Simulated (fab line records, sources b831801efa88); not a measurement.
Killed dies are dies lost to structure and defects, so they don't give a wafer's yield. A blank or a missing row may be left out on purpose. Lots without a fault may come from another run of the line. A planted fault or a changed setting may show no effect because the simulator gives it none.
Which tool did it? | flow sfq_line | 14 lots, 42 wafers sampled, at 2 steps of a route of 325

WHAT THE GAUGES READ, wafer by wafer
SFQ_JJ_OVL_MEAS_931.
lot  | measured     | on         | J5_OVL (nm)
L502 | day 44 11:38 | overlay-01 | 2 3 11
L503 | day 44 19:16 | overlay-02 | -2 -3 -6
L504 | day 44 20:28 | overlay-02 | 2 -1 0
L506 | day 45 01:31 | overlay-01 | -4 0 -9
L508 | day 52 03:39 | overlay-02 | -6 -9 -3
L509 | day 52 06:03 | overlay-02 | -3 0 -6
L510 | day 57 21:47 | overlay-02 | 1 8 2
L511 | day 58 00:12 | overlay-02 | 1 1 3
L517 | day 58 22:25 | overlay-02 | 3 7 3
L520 | day 59 02:00 | overlay-02 | -15 -3 -8
L521 | day 60 16:34 | overlay-02 | 6 -2 6
L523 | day 61 04:34 | overlay-02 | 1 -3 -7
L524 | day 62 09:47 | overlay-01 | -2 -3 2
L525 | day 73 23:00 | overlay-01 | 7 4 1

WHICH TOOL RAN EACH LOT (tool, then ch and the chambers of the sampled wafers, then the start)
lot  | SFQ_TRILAYER_I3_METRO_MEASURE_083
L502 | film_metro-01, day 37 22:42
L503 | film_metro-01, day 39 19:37
L504 | film_metro-04, day 39 22:25
L506 | film_metro-01, day 40 04:37
L508 | film_metro-04, day 40 13:25
L509 | film_metro-01, day 40 22:13
L510 | film_metro-04, day 41 01:13
L511 | film_metro-02, day 41 07:25
L517 | film_metro-04, day 47 21:51
L520 | film_metro-04, day 48 03:27
L521 | film_metro-01, day 54 19:40
L523 | film_metro-02, day 55 01:40
L524 | film_metro-01, day 55 16:05
L525 | film_metro-04, day 56 03:17
- SFQ_TRILAYER_I3_METRO_MEASURE_083

WHAT THE TOOLS THEMSELVES READ (means of the sampled wafers that have a number; where no wafer has one, the mark that the record gives instead)
SFQ_TRILAYER_I3_METRO_MEASURE_083.
lot  | tool          | thk_nm (nm)
L502 | film_metro-01 | 199.8
L503 | film_metro-01 | 199.5
L504 | film_metro-04 | 201.0
L506 | film_metro-01 | 199.4
L508 | film_metro-04 | 200.0
L509 | film_metro-01 | 198.7
L510 | film_metro-04 | 199.8
L511 | film_metro-02 | 200.8
L517 | film_metro-04 | 200.0
L520 | film_metro-04 | 199.3
L521 | film_metro-01 | 200.6
L523 | film_metro-02 | 200.4
L524 | film_metro-01 | 198.6
L525 | film_metro-04 | 200.9

THE ANSWER, worked out from the rows above alone
Rule: what is usual is taken from the lots themselves. Put in order of their means at a reading, lots are off if they are a third of the lots or fewer, leave a main group of 4 or more, and stand apart from it by a gap of 3 or more times the standard deviation of the main group's means; of several such gaps the widest counts. A main group whose means are all the same, to the digits that the tables above print for the reading, isn't used. A lot without any number at a reading at which 4 lots or more have one is off too. The other lots that the step has rows for count as sound. The gauges are gone through in route order, then the tools' own readings, and for those a lot's mean is taken as printed above. The first step at which some lot is off is used, and at that step the reading that is off furthest; a lot without a number counts as furthest.
No lot is off at any reading shown: from this, nothing can be told.

WHAT THE SIMULATOR HAD PUT IN
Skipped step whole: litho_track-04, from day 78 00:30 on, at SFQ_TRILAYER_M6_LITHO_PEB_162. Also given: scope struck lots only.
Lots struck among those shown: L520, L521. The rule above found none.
